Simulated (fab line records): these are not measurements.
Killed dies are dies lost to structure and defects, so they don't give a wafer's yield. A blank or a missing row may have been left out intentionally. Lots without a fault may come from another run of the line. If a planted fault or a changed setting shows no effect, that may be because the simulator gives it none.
One fault seen from 2 desks / flow sky130 / every desk sees just its own numbers, and what lay behind them comes last

## AT THE METROLOGY DESK
Lot by lot, what the gauges showed, no matter which tool ran the lot: averages of those sampled wafers that carry a number. A lot is out of limits, marked OUT, if its mean lies more than 4 standard deviations from the usual mean; the brackets give that distance.
Columns: A = NWELL_TW at SKY_NWELL_TW_MEAS_15, usual 1816; B = NWELL_01_OVL at SKY_NWELL_OVL_MEAS_23, usual -0.6 nm
lot=L930; first seen here=day 4 12:31; A=1817; B=-1.0
lot=L931; first seen here=day 4 21:08; A=1815; B=-1.7
lot=L938; first seen here=day 6 11:59; A=1803; B=-0.9
lot=L940; first seen here=day 6 21:23; A=1824; B=1.4
lot=L949; first seen here=day 9 11:04; A=1814; B=0.4
lot=L953; first seen here=day 10 05:46; A=1828; B=-0.8
Finding of this desk: none of the 6 lots has anything out of limits.

## AT THE TOOL OWNER'S DESK: implanter-02
The tool's own readings at SKY_NWELL_IMPLANT_24: means of the sampled wafers that have a number, for each lot that ran on this tool. A lot is out of limits, marked OUT, if its mean lies more than 4 standard deviations from the usual mean; the brackets give that distance.
Columns: A = beam_energy_keV at SKY_NWELL_IMPLANT_24, usual 140.00; B = faraday_current_uA at SKY_NWELL_IMPLANT_24, usual 51.8
lot=L931; first seen here=day 5 14:29; A=140.00; B=52.8
lot=L938; first seen here=day 7 07:02; A=153.25 (+99 or more) OUT; B=52.3
lot=L940; first seen here=day 7 17:13; A=153.29 (+99 or more) OUT; B=52.3
Finding of this desk: L938, L940 out of limits; the first was L938 at day 7 07:02, on beam_energy_keV at SKY_NWELL_IMPLANT_24. L931 stayed within limits.

## TAKEN TOGETHER
At day 7 07:02, on L938, L940, the tool owner's desk was in a position to raise an alarm.
The metrology desk saw nothing out of limits.
The metrology desk holds a record of L938, L940, inside its limits.
The lots listed all ran SKY_NWELL_IMPLANT_24 on implanter-02.

## WHAT THE SIMULATOR PUT IN
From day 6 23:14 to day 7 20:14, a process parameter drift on implanter-02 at SKY_NWELL_IMPLANT_24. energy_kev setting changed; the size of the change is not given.
Shown lots that were struck: L938, L940.
Delay in hours, fault start to first out-of-limits reading, by desk: the tool owner's desk at 8.
